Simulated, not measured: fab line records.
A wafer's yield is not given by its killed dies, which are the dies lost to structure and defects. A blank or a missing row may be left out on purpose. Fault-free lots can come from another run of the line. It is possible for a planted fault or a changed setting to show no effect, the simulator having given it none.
Which tool is to blame?    flow sky130    24 lots with 72 wafers sampled at 6 steps, on a route of 708 steps

## WHAT THE GAUGES SHOWED, per wafer
SKY_NWELL_TW_MEAS_15.
lot   measured      on             NWELL_TW
L074  day 4 16:22   film metro-04  1810 1800 1808
L075  day 4 18:15   film metro-04  1818 1811 1810
L076  day 5 01:53   film metro-02  1810 1807 1808
L077  day 5 07:24   film metro-04  1790 1802 1799
L078  day 5 13:56   film metro-02  1805 1809 1802
L079  day 5 18:42   film metro-01  1818 1817 1806
L080  day 6 06:48   film metro-01  1831 1826 1832
L081  day 6 12:27   film metro-02  1814 1812 1809
L082  day 6 15:56   film metro-02  1810 1820 1814
L084  day 7 04:18   film metro-01  1832 1840 1838
L083  day 7 04:41   film metro-04  1820 1821 1808
L085  day 7 11:14   film metro-04  1821 1821 1820
L086  day 7 16:29   film metro-04  1806 1815 1812
L087  day 7 18:05   film metro-02  1800 1809 1797
L088  day 8 01:17   film metro-01  1822 1821 1819
L089  day 8 09:54   film metro-01  1816 1816 1823
L090  day 8 11:55   film metro-01  1826 1826 1825
L091  day 8 18:12   film metro-02  1803 1808 1810
L092  day 8 22:16   film metro-04  1804 1802 1801
L093  day 9 05:07   film metro-01  1828 1834 1834
L094  day 9 08:06   film metro-04  1792 1799 1793
L095  day 9 18:08   film metro-04  1801 1812 1809
L096  day 9 21:54   film metro-01  1830 1831 1818
L097  day 10 02:41  film metro-01  1836 1830 1827

SKY_RES_PROTECT_TW_MEAS_08.
lot   measured      on             POLY_GATE_TW
L074  day 15 07:40  film metro-04  4001 4004 3995
L075  day 15 13:40  film metro-04  4004 4007 3998
L076  day 16 00:53  film metro-04  3966 4003 4024
L077  day 16 05:14  film metro-03  4013 4048 4011
L078  day 16 18:58  film metro-03  4048 4032 4063
L079  day 17 04:23  film metro-02  4043 4003 4006
L080  day 17 20:43  film metro-03  3998 3992 4006
L081  day 18 02:46  film metro-04  4033 4032 4032
L082  day 18 10:55  film metro-02  4028 4020 4006
L084  day 19 05:57  film metro-02  3995 4017 4017
L083  day 19 06:13  film metro-03  4035 4007 4015
L085  day 19 15:12  film metro-04  4045 4037 4027
L086  day 19 19:52  film metro-04  4008 4034 4041
L087  day 19 20:19  film metro-04  4036 4038 4024
L088  day 20 06:08  film metro-04  3998 4000 3993
L089  day 20 22:02  film metro-02  3994 3994 3999
L090  day 21 01:52  film metro-03  4019 3996 4000
L091  day 21 10:14  film metro-02  3972 3977 3993
L092  day 21 20:14  film metro-02  4010 4012 4005
L093  day 22 00:35  film metro-04  3994 3977 3999
L094  day 22 07:43  film metro-03  4040 4064 4025
L095  day 22 17:31  film metro-03  4042 4068 4046
L096  day 23 00:19  film metro-02  4032 4015 4028
L097  day 23 06:55  film metro-03  4071 4033 4048

SKY_POLY_GATE_THK_MEAS_21.
lot   measured      on             POLY_GATE_OXIDATION_THK (nm)
L074  day 16 17:46  film metro-01  4.04 3.97 4.09
L075  day 17 01:13  film metro-03  4.11 4.10 4.20
L076  day 17 09:38  film metro-01  4.03 4.01 4.09
L077  day 17 13:47  film metro-03  4.01 3.95 4.01
L078  day 18 06:53  film metro-03  4.06 4.14 4.03
L079  day 18 16:10  film metro-04  4.00 4.03 3.97
L080  day 19 05:43  film metro-03  3.85 3.98 3.91
L081  day 19 13:24  film metro-03  4.01 3.88 3.98
L082  day 19 23:15  film metro-01  3.92 4.08 4.04
L084  day 20 16:30  film metro-03  3.92 3.88 3.93
L083  day 20 18:10  film metro-03  3.88 3.92 3.88
L085  day 21 01:35  film metro-04  3.94 4.01 3.96
L086  day 21 05:52  film metro-04  3.89 3.88 3.92
L087  day 21 07:24  film metro-01  3.78 3.82 3.86
L088  day 21 15:44  film metro-04  3.87 3.85 3.83
L089  day 22 07:51  film metro-03  3.90 3.95 3.80
L090  day 22 12:40  film metro-04  3.96 3.89 3.90
L091  day 22 20:38  film metro-01  3.84 3.84 3.84
L092  day 23 06:20  film metro-04  3.94 3.90 3.93
L093  day 23 10:31  film metro-04  3.89 3.85 3.90
L094  day 23 17:42  film metro-04  4.10 3.93 4.01
L095  day 24 02:59  film metro-03  3.72 3.80 3.84
L096  day 24 09:34  film metro-03  3.93 3.96 3.96
L097  day 24 16:21  film metro-04  3.82 3.73 3.78

SKY_VIA2_BOW_MEAS_03.
lot   measured      on             VIA2_BOW (um)
L074  day 35 08:36  film metro-02  83 79 85
L075  day 35 14:47  film metro-03  74 75 85
L076  day 35 22:43  film metro-03  83 91 94
L077  day 36 01:52  film metro-03  99 92 98
L078  day 36 15:48  film metro-01  87 87 102
L079  day 37 04:46  film metro-01  97 78 89
L080  day 37 15:05  film metro-02  90 78 85
L081  day 37 22:44  film metro-03  79 77 81
L082  day 38 07:26  film metro-03  96 85 70
L084  day 38 19:40  film metro-01  76 79 84
L083  day 38 21:26  film metro-01  89 83 86
L085  day 39 06:19  film metro-03  85 88 85
L086  day 39 07:42  film metro-03  92 96 90
L087  day 39 08:23  film metro-03  71 92 78
L088  day 39 12:01  film metro-03  90 89 105
L089  day 40 03:56  film metro-03  100 87 76
L090  day 40 10:37  film metro-03  87 74 92
L091  day 40 14:07  film metro-01  75 78 89
L092  day 40 19:28  film metro-01  101 96 85
L093  day 40 20:26  film metro-03  88 81 90
L094  day 41 03:35  film metro-01  84 74 80
L095  day 41 17:31  film metro-03  79 88 91
L096  day 41 18:31  film metro-03  95 87 85
L097  day 42 01:17  film metro-02  78 83 84

## WHAT TOOL EACH LOT RAN ON (gives the tool, then ch and the chambers of the sampled wafers, and finally the start)
lot   SKY_SPACER_ETCHBACK_02              SKY_METAL1_STRIP_20
L074  rie diel-03 ch 0,2,3, day 23 05:22  plasma asher-01 ch 0,1, day 32 22:56
L075  rie diel-04 ch 0,3, day 23 11:50    plasma asher-01 ch 0,1, day 33 05:35
L076  rie diel-04 ch 2,3, day 23 20:18    plasma asher-03 ch 0,1, day 33 13:12
L077  rie diel-04 ch 1,2,3, day 24 00:42  plasma asher-03 ch 1, day 33 16:56
L078  rie diel-03 ch 1,2,3, day 24 17:16  plasma asher-04 ch 0,1, day 34 06:42
L079  rie diel-02 ch 1,3, day 25 05:24    plasma asher-04 ch 0, day 34 19:48
L080  rie diel-04 ch 1,2,3, day 25 17:46  plasma asher-04 ch 0,1, day 35 06:17
L081  rie diel-04 ch 1,2,3, day 26 04:02  plasma asher-03 ch 0,1, day 35 14:14
L082  rie diel-02 ch 0,2, day 26 10:03    plasma asher-01 ch 0,1, day 35 23:05
L084  rie diel-03 ch 1,3, day 27 02:15    plasma asher-03 ch 0,1, day 36 11:57
L083  rie diel-02 ch 1,3, day 27 04:04    plasma asher-04 ch 0,1, day 36 13:15
L085  rie diel-04 ch 1,3, day 27 10:37    plasma asher-04 ch 0,1, day 36 19:40
L086  rie diel-03 ch 0,1,3, day 27 14:03  plasma asher-04 ch 0, day 36 23:45
L087  rie diel-03 ch 0,1,3, day 27 15:34  plasma asher-03 ch 0,1, day 37 00:37
L088  rie diel-02 ch 0,1,3, day 27 22:43  plasma asher-03 ch 0,1, day 37 05:14
L089  rie diel-04 ch 0,1,3, day 28 14:41  plasma asher-03 ch 0,1, day 37 21:00
L090  rie diel-04 ch 0,2,3, day 28 20:31  plasma asher-03 ch 1, day 38 02:00
L091  rie diel-03 ch 1,2,3, day 29 02:52  plasma asher-04 ch 0,1, day 38 07:53
L092  rie diel-04 ch 0,2,3, day 29 11:41  plasma asher-03 ch 0,1, day 38 14:38
L093  rie diel-03 ch 0,1, day 29 14:09    plasma asher-04 ch 0,1, day 38 16:55
L094  rie diel-04 ch 2,3, day 29 20:32    plasma asher-04 ch 1, day 38 21:11
L095  rie diel-02 ch 0,1,3, day 30 08:28  plasma asher-03 ch 1, day 39 12:00
L096  rie diel-02 ch 0,1,2, day 30 12:05  plasma asher-03 ch 0,1, day 39 12:21
L097  rie diel-02 ch 0,1,2, day 30 21:23  plasma asher-03 ch 0,1, day 39 21:51
- SKY_SPACER_ETCHBACK_02: etches Si3N4 in CH3F/O2, stops on SiO2, time 46.7 s, target depth 45 nm.
- SKY_METAL1_STRIP_20: strips in O2/N2.

## AS READ BY THE TOOLS THEMSELVES (means over the sampled wafers that have a number; for cases with no such wafer, the mark the record gives instead)
SKY_SPACER_ETCHBACK_02.
lot   tool         chamber pressure mTorr (mTorr)  drypump motor current A (A)  oes product au (a.u.)  throttle valve pct (%)
L074  rie diel-03  25.000                          5.9                          0.850                  10.559
L075  rie diel-04  24.995                          5.7                          0.844                  10.568
L076  rie diel-04  24.993                          5.3                          0.849                  10.562
L077  rie diel-04  25.031                          5.4                          0.854                  10.561
L078  rie diel-03  25.007                          5.9                          0.860                  10.559
L079  rie diel-02  24.986                          6.3                          0.854                  10.556
L080  rie diel-04  24.985                          5.5                          0.861                  10.557
L081  rie diel-04  25.007                          5.5                          0.860                  10.561
L082  rie diel-02  25.006                          5.6                          0.853                  10.559
L084  rie diel-03  25.005                          5.8                          0.854                  10.560
L083  rie diel-02  24.999                          5.9                          0.851                  10.567
L085  rie diel-04  24.967                          5.2                          0.846                  10.568
L086  rie diel-03  25.005                          5.7                          0.851                  10.566
L087  rie diel-03  24.984                          5.7                          0.851                  10.568
L088  rie diel-02  24.993                          6.0                          0.849                  10.553
L089  rie diel-04  24.992                          5.7                          0.847                  10.564
L090  rie diel-04  25.005                          5.5                          0.847                  10.557
L091  rie diel-03  25.003                          5.9                          0.851                  10.565
L092  rie diel-04  24.990                          5.5                          0.860                  10.562
L093  rie diel-03  25.003                          5.6                          0.854                  10.561
L094  rie diel-04  24.993                          5.3                          0.850                  10.561
L095  rie diel-02  25.021                          6.0                          0.847                  10.561
L096  rie diel-02  25.006                          5.6                          0.849                  10.563
L097  rie diel-02  25.023                          5.6                          0.854                  10.561

SKY_METAL1_STRIP_20.
lot   tool             chamber pressure mTorr (mTorr)  drypump motor current A (A)  oes product au (a.u.)  strip time to endpoint s (s)
L074  plasma asher-01  1499.4                          5.8                          0.340                  2.68
L075  plasma asher-01  1500.4                          5.8                          0.337                  2.64
L076  plasma asher-03  1501.7                          5.5                          0.342                  2.72
L077  plasma asher-03  1500.5                          5.6                          0.341                  2.70
L078  plasma asher-04  1500.1                          6.2                          0.338                  2.68
L079  plasma asher-04  1500.2                          5.9                          0.338                  2.66
L080  plasma asher-04  1500.6                          6.3                          0.343                  2.69
L081  plasma asher-03  1498.0                          5.5                          0.341                  2.67
L082  plasma asher-01  1499.4                          5.8                          0.345                  2.73
L084  plasma asher-03  1499.6                          5.5                          0.340                  2.71
L083  plasma asher-04  1499.3                          6.3                          0.342                  2.61
L085  plasma asher-04  1498.8                          6.1                          0.339                  2.65
L086  plasma asher-04  1500.0                          5.9                          0.345                  2.66
L087  plasma asher-03  1500.4                          5.5                          0.347                  2.78
L088  plasma asher-03  1498.8                          5.5                          0.341                  2.65
L089  plasma asher-03  1499.8                          5.5                          0.347                  2.76
L090  plasma asher-03  1500.9                          5.5                          0.339                  2.67
L091  plasma asher-04  1500.9                          6.3                          0.341                  2.64
L092  plasma asher-03  1500.3                          5.5                          0.344                  2.75
L093  plasma asher-04  1502.0                          6.3                          0.341                  2.68
L094  plasma asher-04  1499.9                          6.5                          0.344                  2.70
L095  plasma asher-03  1500.2                          5.6                          0.345                  2.73
L096  plasma asher-03  1498.8                          5.5                          0.339                  2.64
L097  plasma asher-03  1499.4                          5.5                          0.350                  2.75

## THE ANSWER, worked out from the rows above alone
Rule: the usual values come from the lots themselves. Put in order of their means at a reading, lots are off if they are a third of the lots or fewer, leave a main group of 4 or more, and stand apart from it by a gap of 3 or more times the standard deviation of the main group's means; of several such gaps the widest counts. A main group is skipped when, at the precision printed for the reading in the tables above, its means are all equal. A lot without any number at a reading at which 4 lots or more have one is off too. The other lots that the step has rows for count as sound. After the gauges, taken in route order, come the tools' own readings; for these a lot's mean is taken, as printed above. The first step at which some lot is off is used, and at that step the reading that is off furthest; a lot without a number counts as furthest.
No lot is off at any reading shown: from this, nothing can be told.

## WHAT HAD BEEN PUT IN BY THE SIMULATOR
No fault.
